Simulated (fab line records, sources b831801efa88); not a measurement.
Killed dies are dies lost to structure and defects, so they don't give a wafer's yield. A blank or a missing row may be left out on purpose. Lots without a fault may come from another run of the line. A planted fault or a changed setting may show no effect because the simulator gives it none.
fab line records | flow gf180mcu
record lots=5 wafers=15 last_day=33
route steps=602 shown LVPWELL@56 MVSD@66 MVPSD@78 VT_IMPLANT@90
lots that met no fault: from a run of the same line without faults
start_h: hours from the record's first day to the start of the lot's first wafer shown | wait_h: hours since the lot's step before | " the same as in the row above | L1.1+2: a row that stands for several wafers | - no value, or no start given | * or withheld: withheld | < > ~ a bound
route shown NAME@n: a module of which the file shows steps, and the number in the route of the first | usual: mean/standard deviation of fault-free wafers | same: alike in all rows | chamber/n: place in a boat | sites: the reading at each site | _std_site: their standard deviation | _edge_site: outer sites' mean less inner sites' | radius_mm: how far each site lies from the wafer's centre | mask NAME#n: copy n | behind: the tool/chamber that last shaped the wafer | hold: why the lot was held/for how many hours/how that ended | device: the transistor (n, p or np) that didn't switch | end of line: the same wafers' tests at the end of the route | a step without rows: its recipe alone | killed: dies lost to structure and defects at the first sort, not the wafer's yield | map: a wafer's dies, x killed, . not, _ none there
set.NAME: the setting as run; set.NAME@STEP: as run at that earlier step | model.NAME: the simulator's own value behind a step, which no gauge read
lots at some steps of the route; a table a step, a row a wafer
services: from which hour (start_h, from the record's first day; less than 0 if before it) a tool's chamber was out of use, for how many hours, and why
## steps
# step GF_LVPWELL_COAT_02
# recipe spin_rpm=2000 resist_thk_nm=3000
# columns lot.wafer tool chamber start_h wait_h
L075.3+4+6 litho_track-01 0 69.84 0.1
L076.2+4+6 litho_track-01 0 73.86 0.1
L086.2+4+5 litho_track-03 0 128.19 0.1
L090.3+4+5 litho_track-03 0 148.81 0.1
L091.1+2+4 litho_track-01 0 155.54 0.1
# step GF_LVPWELL_SOFTBAKE_03
# recipe temp_c=110 time_s=withheld
# columns lot.wafer tool chamber start_h wait_h
L075.3+4+6 litho_track-01 0 70.00 0.1
L076.2+4+6 litho_track-01 0 74.02 0.1
L086.2+4+5 litho_track-03 0 128.35 0.1
L090.3+4+5 litho_track-03 0 148.98 0.1
L091.1+2+4 litho_track-01 0 155.69 0.1
# step GF_LVPWELL_EXPOSE_04
# recipe mask_id=LVPWELL target_cd_nm=600 na=0.6 source_shape=conventional sigma_outer=0.6 dose_mj=260
# columns lot.wafer tool chamber start_h wait_h mask
L075.3+4+6 iline_stepper-01 0 - - LVPWELL#0
L076.2+4+6 iline_stepper-01 0 - - LVPWELL#0
L086.2+4+5 iline_stepper-02 0 - - LVPWELL#0
L090.3+4+5 iline_stepper-01 0 - - LVPWELL#0
L091.1+2+4 iline_stepper-01 0 - - LVPWELL#0
# step GF_LVPWELL_PEB_05
# recipe temp_c=115 time_s=withheld
# columns lot.wafer tool chamber start_h wait_h
L075.3+4+6 litho_track-01 0 - -
L076.2+4+6 litho_track-03 0 - -
L086.2+4+5 litho_track-01 0 - -
L090.3+4+5 litho_track-03 0 - -
L091.1+2+4 litho_track-01 0 - -
# step GF_LVPWELL_DEVELOP_06
# recipe wall_angle_deg=90 develop_time_s=60 dev_temp_c=23
# columns lot.wafer tool chamber start_h wait_h
L075.3+4+6 litho_track-01 0 - -
L076.2+4+6 litho_track-03 0 - -
L086.2+4+5 litho_track-01 0 - -
L090.3+4+5 litho_track-03 0 - -
L091.1+2+4 litho_track-01 0 - -
# step GF_LVPWELL_OVL_MEAS_07
# usual LVPWELL_OVL=-0.8/1.5
# columns lot.wafer tool chamber start_h wait_h LVPWELL_OVL[nm]
L075.3 overlay-01 - 76.80 - -1.2
L075.4 " - " " -3.5
L075.6 " - " " 0.2
L076.2 overlay-01 - 81.32 - -2.0
L076.4 " - " " -3.1
L076.6 " - " " -2.3
L086.2 overlay-02 - 135.54 - 0.5
L086.4 " - " " 0.6
L086.5 " - " " -0.4
L090.3 overlay-02 - 157.12 - -2.6
L090.4 " - " " 1.1
L090.5 " - " " -1.0
L091.1 overlay-02 - 163.89 - 0.7
L091.2 " - " " 1.6
L091.4 " - " " -0.4
# step GF_LVPWELL_IMPLANT_08
# recipe species=B energy_kev=170 dose_cm2=1.5e+13 tilt_deg=0
# columns lot.wafer tool chamber start_h wait_h
L075.3+4+6 implanter-02 0 76.87 0.1
L076.2+4+6 implanter-02 0 81.37 0.0
L086.2+4+5 implanter-01 0 135.60 0.0
L090.3+4+5 implanter-02 0 157.20 0.1
L091.1+2+4 implanter-03 0 163.92 0.0
# step GF_LVPWELL_IMPLANT_09
# recipe species=B energy_kev=60 dose_cm2=5e+12 tilt_deg=0
# columns lot.wafer tool chamber start_h wait_h
L075.3+4+6 implanter-02 0 77.02 0.1
L076.2+4+6 implanter-02 0 81.52 0.1
L086.2+4+5 implanter-01 0 135.75 0.1
L090.3+4+5 implanter-02 0 157.35 0.1
L091.1+2+4 implanter-03 0 164.07 0.1
# step GF_LVPWELL_STRIP_10
# recipe chemistry=O2/N2 power_w=1400 pressure_mtorr=1500 platen_temp_c=250 o2_flow_sccm=3000 n2_flow_sccm=300 overash_fraction=0.5
# usual chamber_pressure_mTorr=1499.7/1.4 drypump_motor_current_A=5.81/0.23 heater_power_w=350/16 oes_product_au=0.722/0.0047 strip_time_to_endpoint_s=37.02/0.11
# columns lot.wafer tool chamber start_h wait_h chamber_pressure_mTorr drypump_motor_current_A heater_power_w oes_product_au rf_hours_counter_h strip_time_to_endpoint_s
L075.3 plasma_asher-02 1 77.16 0.1 1500.4 6.15 371 0.723 - 37.02
L075.4 " 0 " " 1499.6 5.80 334 0.721 - 37.00
L075.6 " 1 " " 1501.0 6.12 378 0.727 - 37.09
L076.2 plasma_asher-01 0 81.65 0.1 1499.8 5.98 335 0.714 40 37.13
L076.4 " 0 " " 1503.1 6.00 333 0.720 - 37.10
L076.6 " 1 " " 1497.7 5.58 345 0.722 - 37.16
L086.2 plasma_asher-04 1 135.87 0.1 1500.5 5.46 362 0.729 34 37.06
L086.4 " 1 " " 1498.3 5.43 361 0.731 - 37.06
L086.5 " 0 " " 1500.9 5.94 370 0.727 - 37.02
L090.3 plasma_asher-04 1 157.48 0.1 1499.9 5.47 362 0.719 - 36.88
L090.4 " 0 " " 1498.1 5.96 362 0.729 - 36.84
L090.5 " 0 " " 1498.1 5.95 354 0.718 - 36.84
L091.1 plasma_asher-01 1 164.22 0.1 1497.8 5.59 339 0.722 49 37.08
L091.2 " 0 " " 1500.1 6.00 330 0.722 49 37.17
L091.4 " 0 " " 1500.1 6.00 335 0.725 - 37.02
# step GF_LVPWELL_TW_MEAS_11
# usual LVPWELL_TW=564/9.1
# columns lot.wafer tool chamber start_h wait_h LVPWELL_TW
L075.3 film_metro-03 - 77.24 0.1 556
L075.4 " - " " 555
L075.6 " - " " 556
L076.2 film_metro-03 - 81.76 0.1 557
L076.4 " - " " 557
L076.6 " - " " 557
L086.2 film_metro-04 - 135.98 0.1 559
L086.4 " - " " 560
L086.5 " - " " 560
L090.3 film_metro-01 - 157.57 0.1 577
L090.4 " - " " 577
L090.5 " - " " 578
L091.1 film_metro-03 - 164.32 0.1 557
L091.2 " - " " 557
L091.4 " - " " 558
# step GF_MVSD_DEHYDRATE_00
# recipe temp_c=200 time_s=60
# columns lot.wafer tool chamber start_h wait_h
L075.3+4+6 litho_track-03 0 83.06 5.8
L076.2+4+6 litho_track-03 0 87.49 5.7
L086.2+4+5 litho_track-04 0 143.12 7.1
L090.3+4+5 litho_track-03 0 164.36 6.8
L091.1+2+4 litho_track-01 0 172.09 7.8
# step GF_MVSD_HMDS_01
# recipe prime_time_s=60 prime_temp_c=120
# columns lot.wafer tool chamber start_h wait_h
L075.3+4+6 litho_track-03 0 83.21 0.1
L076.2+4+6 litho_track-03 0 87.64 0.1
L086.2+4+5 litho_track-04 0 143.27 0.1
L090.3+4+5 litho_track-03 0 164.51 0.1
L091.1+2+4 litho_track-01 0 172.24 0.1
# step GF_MVSD_COAT_02
# recipe spin_rpm=2000 resist_thk_nm=3000
# columns lot.wafer tool chamber start_h wait_h
L075.3+4+6 litho_track-03 0 83.36 0.1
L076.2+4+6 litho_track-03 0 87.79 0.1
L086.2+4+5 litho_track-04 0 143.42 0.1
L090.3+4+5 litho_track-03 0 164.66 0.1
L091.1+2+4 litho_track-01 0 172.39 0.1
# step GF_MVSD_SOFTBAKE_03
# recipe temp_c=110 time_s=withheld
# columns lot.wafer tool chamber start_h wait_h
L075.3+4+6 litho_track-03 0 83.53 0.1
L076.2+4+6 litho_track-03 0 87.95 0.1
L086.2+4+5 litho_track-04 0 143.57 0.1
L090.3+4+5 litho_track-03 0 164.83 0.1
L091.1+2+4 litho_track-01 0 172.54 0.1
# step GF_MVSD_EXPOSE_04
# recipe mask_id=MVSD target_cd_nm=1000 na=0.6 source_shape=conventional sigma_outer=0.6 dose_mj=260
# columns lot.wafer tool chamber start_h wait_h mask
L075.3+4+6 iline_stepper-01 0 - - MVSD#0
L076.2+4+6 iline_stepper-01 0 - - MVSD#0
L086.2+4+5 iline_stepper-01 0 - - MVSD#0
L090.3+4+5 iline_stepper-01 0 - - MVSD#0
L091.1+2+4 iline_stepper-02 0 - - MVSD#0
# step GF_MVSD_PEB_05
# recipe temp_c=115 time_s=withheld
# columns lot.wafer tool chamber start_h wait_h
L075.3+4+6 litho_track-04 0 - -
L076.2+4+6 litho_track-03 0 - -
L086.2+4+5 litho_track-04 0 - -
L090.3+4+5 litho_track-04 0 - -
L091.1+2+4 litho_track-01 0 - -
# step GF_MVSD_DEVELOP_06
# recipe wall_angle_deg=90 develop_time_s=60 dev_temp_c=23
# columns lot.wafer tool chamber start_h wait_h
L075.3+4+6 litho_track-04 0 - -
L076.2+4+6 litho_track-03 0 - -
L086.2+4+5 litho_track-04 0 - -
L090.3+4+5 litho_track-04 0 - -
L091.1+2+4 litho_track-01 0 - -
# step GF_MVSD_OVL_MEAS_07
# usual MVSD_OVL=-0.6/1.3
# columns lot.wafer tool chamber start_h wait_h MVSD_OVL[nm]
L075.3 overlay-01 - 90.30 - -1.7
L075.4 " - " " -1.2
L075.6 " - " " -0.2
L076.2 overlay-02 - 94.57 - 0.1
L076.4 " - " " -0.3
L076.6 " - " " 0.4
L086.2 overlay-01 - 151.20 - 0.8
L086.4 " - " " 0.2
L086.5 " - " " 0.7
L090.3 overlay-02 - 173.30 - -1.7
L090.4 " - " " -0.8
L090.5 " - " " -1.4
L091.1 overlay-01 - 180.89 - -2.7
L091.2 " - " " -1.2
L091.4 " - " " -2.9
# step GF_MVSD_IMPLANT_08
# recipe species=P energy_kev=400 dose_cm2=1.6e+13 tilt_deg=0
# columns lot.wafer tool chamber start_h wait_h
L075.3+4+6 implanter-03 0 90.38 0.1
L076.2+4+6 implanter-01 0 94.62 0.0
L086.2+4+5 implanter-03 0 151.25 0.0
L090.3+4+5 implanter-03 0 173.38 0.1
L091.1+2+4 implanter-01 0 180.92 0.0
# step GF_MVSD_IMPLANT_09
# recipe species=P energy_kev=100 dose_cm2=5e+12 tilt_deg=0
# columns lot.wafer tool chamber start_h wait_h
L075.3+4+6 implanter-03 0 90.53 0.1
L076.2+4+6 implanter-01 0 94.77 0.1
L086.2+4+5 implanter-03 0 151.40 0.1
L090.3+4+5 implanter-03 0 173.53 0.1
L091.1+2+4 implanter-01 0 181.07 0.1
# step GF_MVSD_STRIP_10
# recipe chemistry=O2/N2 power_w=1400 pressure_mtorr=1500 platen_temp_c=250 o2_flow_sccm=3000 n2_flow_sccm=300 overash_fraction=0.5
# usual chamber_pressure_mTorr=1499.8/1.4 drypump_motor_current_A=5.86/0.2 heater_power_w=342/18 oes_product_au=0.723/0.0049 strip_time_to_endpoint_s=37.02/0.11
# columns lot.wafer tool chamber start_h wait_h chamber_pressure_mTorr drypump_motor_current_A heater_power_w oes_product_au rf_hours_counter_h strip_time_to_endpoint_s
L075.3 plasma_asher-02 1 90.66 0.1 1498.9 6.10 378 0.721 - 36.90
L075.4 " 0 " " 1499.8 5.80 331 0.717 - 36.80
L075.6 " 0 " " 1500.9 5.79 329 0.714 - 36.82
L076.2 plasma_asher-02 0 94.90 0.1 1500.2 5.80 331 0.720 43 36.96
L076.4 " 1 " " 1497.5 6.15 372 0.715 - 37.03
L076.6 " 0 " " 1498.1 5.80 323 0.727 - 36.98
L086.2 plasma_asher-03 0 151.53 0.1 1499.9 5.82 344 0.714 53 37.09
L086.4 " 1 " " 1498.4 5.69 322 0.722 - 36.88
L086.5 " 1 " " 1497.8 5.63 327 0.721 - 37.05
L090.3 plasma_asher-01 1 173.66 0.1 1500.5 5.59 345 0.714 - 36.71
L090.4 " 0 " " 1501.0 5.98 331 0.718 - 36.89
L090.5 " 1 " " 1499.0 5.59 329 0.728 - 36.75
L091.1 plasma_asher-02 1 181.22 0.1 1500.6 6.12 371 0.725 6 37.22
L091.2 " 0 " " 1497.1 5.79 327 0.726 6 37.12
L091.4 " 0 " " 1501.5 5.80 327 0.719 - 37.23
# step GF_MVSD_TW_MEAS_11
# usual MVSD_TW=1584/25
# columns lot.wafer tool chamber start_h wait_h MVSD_TW
L075.3 film_metro-04 - 90.75 0.1 1581
L075.4 " - " " 1582
L075.6 " - " " 1566
L076.2 film_metro-01 - 95.01 0.1 1617
L076.4 " - " " 1610
L076.6 " - " " 1625
L086.2 film_metro-01 - 151.64 0.1 1628
L086.4 " - " " 1639
L086.5 " - " " 1630
L090.3 film_metro-03 - 173.75 0.1 1577
L090.4 " - " " 1585
L090.5 " - " " 1578
L091.1 film_metro-04 - 181.32 0.1 1566
L091.2 " - " " 1566
L091.4 " - " " 1574
# step GF_MVPSD_DEHYDRATE_00
# recipe temp_c=200 time_s=60
# columns lot.wafer tool chamber start_h wait_h
L075.3+4+6 litho_track-02 0 96.97 6.2
L076.2+4+6 litho_track-02 0 101.09 6.1
L086.2+4+5 litho_track-01 0 159.56 7.9
L090.3+4+5 litho_track-04 0 182.04 8.3
L091.1+2+4 litho_track-01 0 189.29 8.0
# step GF_MVPSD_HMDS_01
# recipe prime_time_s=60 prime_temp_c=120
# columns lot.wafer tool chamber start_h wait_h
L075.3+4+6 litho_track-02 0 97.12 0.1
L076.2+4+6 litho_track-02 0 101.24 0.1
L086.2+4+5 litho_track-01 0 159.71 0.1
L090.3+4+5 litho_track-04 0 182.19 0.1
L091.1+2+4 litho_track-01 0 189.44 0.1
# step GF_MVPSD_COAT_02
# recipe spin_rpm=2000 resist_thk_nm=3000
# columns lot.wafer tool chamber start_h wait_h
L075.3+4+6 litho_track-02 0 97.27 0.1
L076.2+4+6 litho_track-02 0 101.39 0.1
L086.2+4+5 litho_track-01 0 159.86 0.1
L090.3+4+5 litho_track-04 0 182.34 0.1
L091.1+2+4 litho_track-01 0 189.59 0.1
# step GF_MVPSD_SOFTBAKE_03
# recipe temp_c=110 time_s=withheld
# columns lot.wafer tool chamber start_h wait_h
L075.3+4+6 litho_track-02 0 97.43 0.1
L076.2+4+6 litho_track-02 0 101.55 0.1
L086.2+4+5 litho_track-01 0 160.02 0.1
L090.3+4+5 litho_track-04 0 182.51 0.1
L091.1+2+4 litho_track-01 0 189.74 0.1
# step GF_MVPSD_EXPOSE_04
# recipe mask_id=MVPSD target_cd_nm=1000 na=0.6 source_shape=conventional sigma_outer=0.6 dose_mj=260
# columns lot.wafer tool chamber start_h wait_h mask
L075.3+4+6 iline_stepper-01 0 - - MVPSD#0
L076.2+4+6 iline_stepper-01 0 - - MVPSD#0
L086.2+4+5 iline_stepper-02 0 - - MVPSD#0
L090.3+4+5 iline_stepper-02 0 - - MVPSD#0
L091.1+2+4 iline_stepper-01 0 - - MVPSD#0
# step GF_MVPSD_PEB_05
# recipe temp_c=115 time_s=withheld
# columns lot.wafer tool chamber start_h wait_h
L075.3+4+6 litho_track-01 0 - -
L076.2+4+6 litho_track-04 0 - -
L086.2+4+5 litho_track-04 0 - -
L090.3+4+5 litho_track-01 0 - -
L091.1+2+4 litho_track-01 0 - -
# step GF_MVPSD_DEVELOP_06
# recipe wall_angle_deg=90 develop_time_s=60 dev_temp_c=23
# columns lot.wafer tool chamber start_h wait_h
L075.3+4+6 litho_track-01 0 - -
L076.2+4+6 litho_track-04 0 - -
L086.2+4+5 litho_track-04 0 - -
L090.3+4+5 litho_track-01 0 - -
L091.1+2+4 litho_track-01 0 - -
# step GF_MVPSD_OVL_MEAS_07
# usual MVPSD_OVL=-0.3/1.6
# columns lot.wafer tool chamber start_h wait_h MVPSD_OVL[nm]
L075.3 overlay-01 - 104.90 - -3.1
L075.4 " - " " 1.7
L075.6 " - " " -1.4
L076.2 overlay-02 - 108.60 - -1.7
L076.4 " - " " -1.2
L076.6 " - " " -1.3
L086.2 overlay-01 - 167.70 - 1.4
L086.4 " - " " 2.1
L086.5 " - " " 1.0
L090.3 overlay-02 - 190.90 - 0.7
L090.4 " - " " 0.7
L090.5 " - " " -0.1
L091.1 overlay-02 - 198.38 - -2.8
L091.2 " - " " -1.8
L091.4 " - " " -4.1
# step GF_MVPSD_IMPLANT_08
# recipe species=B energy_kev=170 dose_cm2=1.5e+13 tilt_deg=0
# columns lot.wafer tool chamber start_h wait_h
L075.3+4+6 implanter-02 0 104.97 0.1
L076.2+4+6 implanter-02 0 108.65 0.0
L086.2+4+5 implanter-01 0 167.75 0.0
L090.3+4+5 implanter-04 0 190.97 0.1
L091.1+2+4 implanter-04 0 198.42 0.0
# step GF_MVPSD_IMPLANT_09
# recipe species=B energy_kev=40 dose_cm2=5e+12 tilt_deg=0
# columns lot.wafer tool chamber start_h wait_h
L075.3+4+6 implanter-02 0 105.12 0.1
L076.2+4+6 implanter-02 0 108.80 0.1
L086.2+4+5 implanter-01 0 167.90 0.1
L090.3+4+5 implanter-04 0 191.12 0.1
L091.1+2+4 implanter-04 0 198.57 0.1
# step GF_MVPSD_STRIP_10
# recipe chemistry=O2/N2 power_w=1400 pressure_mtorr=1500 platen_temp_c=250 o2_flow_sccm=3000 n2_flow_sccm=300 overash_fraction=0.5
# usual chamber_pressure_mTorr=1499.9/1.3 drypump_motor_current_A=5.82/0.21 heater_power_w=346/17 oes_product_au=0.722/0.0046 strip_time_to_endpoint_s=37.02/0.12
# columns lot.wafer tool chamber start_h wait_h chamber_pressure_mTorr drypump_motor_current_A heater_power_w oes_product_au rf_hours_counter_h strip_time_to_endpoint_s
L075.3 plasma_asher-02 0 105.26 0.1 1500.4 5.79 327 0.717 - 36.94
L075.4 " 1 " " 1498.7 6.13 387 0.727 - 36.96
L075.6 " 0 " " 1499.0 5.78 330 0.720 - 36.89
L076.2 plasma_asher-04 1 108.93 0.1 1502.2 5.46 356 0.730 31 36.93
L076.4 " 1 " " 1499.7 5.46 356 0.719 - 36.96
L076.6 " 1 " " 1499.7 5.50 356 0.733 - 36.85
L086.2 plasma_asher-04 1 168.03 0.1 1500.1 5.47 362 0.725 38 37.00
L086.4 " 0 " " 1499.6 5.96 348 0.721 - 37.21
L086.5 " 1 " " 1501.3 5.49 363 0.720 - 37.02
L090.3 plasma_asher-03 1 191.25 0.1 1499.5 5.67 314 0.726 - 37.20
L090.4 " 0 " " 1499.8 5.84 344 0.719 - 37.23
L090.5 " 0 " " 1500.7 5.88 347 0.731 - 37.30
L091.1 plasma_asher-02 1 198.72 0.1 1499.2 6.09 355 0.728 8 37.12
L091.2 " 0 " " 1498.9 5.79 334 0.723 8 37.18
L091.4 " 0 " " 1499.4 5.76 338 0.722 - 37.15
# step GF_MVPSD_TW_MEAS_11
# usual MVPSD_TW=556/8.4
# columns lot.wafer tool chamber start_h wait_h MVPSD_TW
L075.3 film_metro-04 - 105.34 0.1 552
L075.4 " - " " 550
L075.6 " - " " 552
L076.2 film_metro-04 - 109.04 0.1 552
L076.4 " - " " 557
L076.6 " - " " 550
L086.2 film_metro-01 - 168.14 0.1 567
L086.4 " - " " 567
L086.5 " - " " 570
L090.3 film_metro-01 - 191.34 0.1 567
L090.4 " - " " 571
L090.5 " - " " 567
L091.1 film_metro-03 - 198.82 0.1 550
L091.2 " - " " 548
L091.4 " - " " 549
# step GF_VT_IMPLANT_DEHYDRATE_00
# recipe temp_c=200 time_s=60
# columns lot.wafer tool chamber start_h wait_h
L075.3+4+6 litho_track-03 0 111.31 6.0
L076.2+4+6 litho_track-02 0 115.64 6.6
L086.2+4+5 litho_track-04 0 176.37 8.2
L090.3+4+5 litho_track-02 0 199.31 8.0
L091.1+2+4 litho_track-04 0 206.99 8.2
# step GF_VT_IMPLANT_HMDS_01
# recipe prime_time_s=60 prime_temp_c=120
# columns lot.wafer tool chamber start_h wait_h
L075.3+4+6 litho_track-03 0 111.46 0.1
L076.2+4+6 litho_track-02 0 115.79 0.1
L086.2+4+5 litho_track-04 0 176.52 0.1
L090.3+4+5 litho_track-02 0 199.46 0.1
L091.1+2+4 litho_track-04 0 207.14 0.1
# step GF_VT_IMPLANT_COAT_02
# recipe resist=NOVOLAK spin_rpm=3000 resist_thk_nm=1000
# columns lot.wafer tool chamber start_h wait_h
L075.3+4+6 litho_track-03 0 111.61 0.1
L076.2+4+6 litho_track-02 0 115.94 0.1
L086.2+4+5 litho_track-04 0 176.67 0.1
L090.3+4+5 litho_track-02 0 199.61 0.1
L091.1+2+4 litho_track-04 0 207.29 0.1
# step GF_VT_IMPLANT_SOFTBAKE_03
# recipe temp_c=90 time_s=60 resist=NOVOLAK
# columns lot.wafer tool chamber start_h wait_h
L075.3+4+6 litho_track-03 0 111.76 0.1
L076.2+4+6 litho_track-02 0 116.09 0.1
L086.2+4+5 litho_track-04 0 176.82 0.1
L090.3+4+5 litho_track-02 0 199.76 0.1
L091.1+2+4 litho_track-04 0 207.44 0.1
# step GF_VT_IMPLANT_EXPOSE_04
# recipe mask_id=LVPWELL_LV_AREA target_cd_nm=600 na=0.6 source_shape=conventional sigma_outer=0.6 dose_mj=140
# columns lot.wafer tool chamber start_h wait_h mask
L075.3+4+6 iline_stepper-02 0 - - LVPWELL_LV_AREA#0
L076.2+4+6 iline_stepper-01 0 - - LVPWELL_LV_AREA#0
L086.2+4+5 iline_stepper-02 0 - - LVPWELL_LV_AREA#0
L090.3+4+5 iline_stepper-02 0 - - LVPWELL_LV_AREA#0
L091.1+2+4 iline_stepper-01 0 - - LVPWELL_LV_AREA#0
# step GF_VT_IMPLANT_PEB_05
# recipe temp_c=withheld time_s=* resist=NOVOLAK
# columns lot.wafer tool chamber start_h wait_h
L075.3+4+6 litho_track-04 0 - -
L076.2+4+6 litho_track-03 0 - -
L086.2+4+5 litho_track-02 0 - -
L090.3+4+5 litho_track-03 0 - -
L091.1+2+4 litho_track-02 0 - -
# step GF_VT_IMPLANT_DEVELOP_06
# recipe develop_time_s=60 dev_temp_c=23
# columns lot.wafer tool chamber start_h wait_h
L075.3+4+6 litho_track-04 0 118.39 0.1
L076.2+4+6 litho_track-03 0 123.09 0.1
L086.2+4+5 litho_track-02 0 184.99 0.1
L090.3+4+5 litho_track-03 0 208.56 0.1
L091.1+2+4 litho_track-02 0 216.51 0.1
# step GF_VT_IMPLANT_OVL_MEAS_07
# usual VT_IMPLANT_OVL=-0.3/1.2
# columns lot.wafer tool chamber start_h wait_h VT_IMPLANT_OVL[nm]
L075.3 overlay-02 - 118.50 0.1 -0.6
L075.4 " - " " -1.6
L075.6 " - " " 0.1
L076.2 overlay-01 - 123.22 0.1 0.0
L076.4 " - " " -1.1
L076.6 " - " " -2.5
L086.2 overlay-02 - 185.12 0.1 -1.2
L086.4 " - " " -0.6
L086.5 " - " " 0.3
L090.3 overlay-02 - 208.67 0.1 0.6
L090.4 " - " " -0.5
L090.5 " - " " 0.0
L091.1 overlay-01 - 216.66 0.1 -0.6
L091.2 " - " " -0.5
L091.4 " - " " 1.8
# step GF_VT_IMPLANT_IMPLANT_08
# recipe species=BF2 energy_kev=20 dose_cm2=8.29e+12 tilt_deg=7
# columns lot.wafer tool chamber start_h wait_h
L075.3+4+6 implanter-04 0 118.58 0.1
L076.2+4+6 implanter-04 0 123.27 0.0
L086.2+4+5 implanter-03 0 185.18 0.0
L090.3+4+5 implanter-03 0 208.75 0.1
L091.1+2+4 implanter-03 0 216.70 0.0
# step GF_VT_IMPLANT_STRIP_09
# recipe chemistry=O2/N2 power_w=1400 pressure_mtorr=1500 platen_temp_c=250 o2_flow_sccm=3000 n2_flow_sccm=300 overash_fraction=0.5
# usual chamber_pressure_mTorr=1500.1/1.2 drypump_motor_current_A=5.74/0.21 heater_power_w=346/14 oes_product_au=0.716/0.0046 strip_time_to_endpoint_s=12.640/0.029
# columns lot.wafer tool chamber start_h wait_h chamber_pressure_mTorr drypump_motor_current_A heater_power_w oes_product_au rf_hours_counter_h strip_time_to_endpoint_s
L075.3 plasma_asher-04 0 118.71 0.1 1500.5 5.95 360 0.716 - 12.596
L075.4 " 1 " " 1501.1 5.42 361 0.718 - 12.641
L075.6 " 0 " " 1499.0 5.94 362 0.713 - 12.629
L076.2 plasma_asher-03 1 123.40 0.1 1500.7 5.63 334 0.719 50 12.626
L076.4 " 1 " " 1498.8 5.63 321 0.712 - 12.651
L076.6 " 1 " " 1500.6 5.61 322 0.710 - 12.627
L086.2 plasma_asher-03 0 185.30 0.1 1498.6 5.82 348 0.712 56 12.630
L086.4 " 1 " " 1498.6 5.65 323 0.721 - 12.634
L086.5 " 1 " " 1500.2 5.62 321 0.718 - 12.641
L090.3 plasma_asher-01 0 208.88 0.1 1501.6 5.99 330 0.705 - 12.623
L090.4 " 1 " " 1500.4 5.60 357 0.721 - 12.607
L090.5 " 1 " " 1500.8 5.60 349 0.713 - 12.653
L091.1 plasma_asher-04 0 216.85 0.1 1498.5 5.96 361 0.721 43 12.647
L091.2 " 1 " " 1500.3 5.41 364 0.718 43 12.660
L091.4 " 0 " " 1500.9 5.93 362 0.709 - 12.641
# step GF_VT_IMPLANT_TW_MEAS_10
# usual VT_IMPLANT_TW=559.2/2.5
# columns lot.wafer tool chamber start_h wait_h VT_IMPLANT_TW
L075.3 film_metro-04 - 118.80 0.1 565.4
L075.4 " - " " 562.5
L075.6 " - " " 560.0
L076.2 film_metro-03 - 123.51 0.1 559.0
L076.4 " - " " 560.5
L076.6 " - " " 558.8
L086.2 film_metro-02 - 185.41 0.1 555.0
L086.4 " - " " 556.6
L086.5 " - " " 555.7
L090.3 film_metro-02 - 208.97 0.1 557.7
L090.4 " - " " 556.8
L090.5 " - " " 562.2
L091.1 film_metro-03 - 216.95 0.1 557.3
L091.2 " - " " 555.4
L091.4 " - " " 557.8
# step GF_VT_IMPLANT_DEHYDRATE_11
# recipe temp_c=200 time_s=60
# columns lot.wafer tool chamber start_h wait_h
L075.3+4+6 litho_track-03 0 125.46 6.7
L076.2+4+6 litho_track-03 0 130.44 6.9
L086.2+4+5 litho_track-03 0 193.04 7.6
L090.3+4+5 litho_track-03 0 217.86 8.9
L091.1+2+4 litho_track-03 0 225.21 8.2
# step GF_VT_IMPLANT_HMDS_12
# recipe prime_time_s=60 prime_temp_c=120
# columns lot.wafer tool chamber start_h wait_h
L075.3+4+6 litho_track-03 0 125.61 0.1
L076.2+4+6 litho_track-03 0 130.59 0.1
L086.2+4+5 litho_track-03 0 193.19 0.1
L090.3+4+5 litho_track-03 0 218.01 0.1
L091.1+2+4 litho_track-03 0 225.36 0.1
# step GF_VT_IMPLANT_COAT_13
# recipe resist=NOVOLAK spin_rpm=3000 resist_thk_nm=1000
# columns lot.wafer tool chamber start_h wait_h
L075.3+4+6 litho_track-03 0 125.76 0.1
L076.2+4+6 litho_track-03 0 130.74 0.1
L086.2+4+5 litho_track-03 0 193.34 0.1
L090.3+4+5 litho_track-03 0 218.16 0.1
L091.1+2+4 litho_track-03 0 225.51 0.1
# step GF_VT_IMPLANT_SOFTBAKE_14
# recipe temp_c=90 time_s=60 resist=NOVOLAK
# columns lot.wafer tool chamber start_h wait_h
L075.3+4+6 litho_track-03 0 125.91 0.1
L076.2+4+6 litho_track-03 0 130.89 0.1
L086.2+4+5 litho_track-03 0 193.49 0.1
L090.3+4+5 litho_track-03 0 218.31 0.1
L091.1+2+4 litho_track-03 0 225.66 0.1
# step GF_VT_IMPLANT_EXPOSE_15
# recipe mask_id=Nwell_LV_AREA target_cd_nm=860 na=0.6 source_shape=conventional sigma_outer=0.6 dose_mj=140
# columns lot.wafer tool chamber start_h wait_h mask
L075.3+4+6 iline_stepper-02 0 - - Nwell_LV_AREA#0
L076.2+4+6 iline_stepper-02 0 - - Nwell_LV_AREA#0
L086.2+4+5 iline_stepper-01 0 - - Nwell_LV_AREA#0
L090.3+4+5 iline_stepper-01 0 - - Nwell_LV_AREA#0
L091.1+2+4 iline_stepper-02 0 - - Nwell_LV_AREA#0
# step GF_VT_IMPLANT_PEB_16
# recipe temp_c=withheld time_s=* resist=NOVOLAK
# columns lot.wafer tool chamber start_h wait_h
L075.3+4+6 litho_track-04 0 - -
L076.2+4+6 litho_track-04 0 - -
L086.2+4+5 litho_track-02 0 - -
L090.3+4+5 litho_track-02 0 - -
L091.1+2+4 litho_track-03 0 - -
## services
# columns tool chamber start_h hours kind
implanter-03 - 60.96 2.8 pm
implanter-02 - 62.25 3.5 repair
iline_stepper-02 - 64.10 9.0 repair
iline_stepper-02 0 65.01 - calibration
plasma_asher-02 - 73.56 2.4 repair
implanter-04 - 88.51 2.5 repair
implanter-04 - 92.73 2.5 repair
implanter-02 - 96.72 4.4 pm
plasma_asher-02 - 108.75 9.0 pm
plasma_asher-02 0 108.75 9.0 vent_cycle
plasma_asher-02 1 108.75 9.0 vent_cycle
implanter-02 - 115.38 1.7 repair
plasma_asher-02 0 117.75 - clean
plasma_asher-02 1 117.75 - clean
plasma_asher-04 - 129.20 1.0 repair
implanter-03 - 133.30 5.0 repair
implanter-01 - 141.20 2.6 pm
implanter-01 - 157.11 2.0 pm
iline_stepper-02 - 162.30 1.7 pm
implanter-04 - 165.82 8.8 pm
iline_stepper-01 0 211.21 - calibration
plasma_asher-02 - 229.98 28.1 pm
plasma_asher-03 - 234.39 14.6 pm
## key
fault none
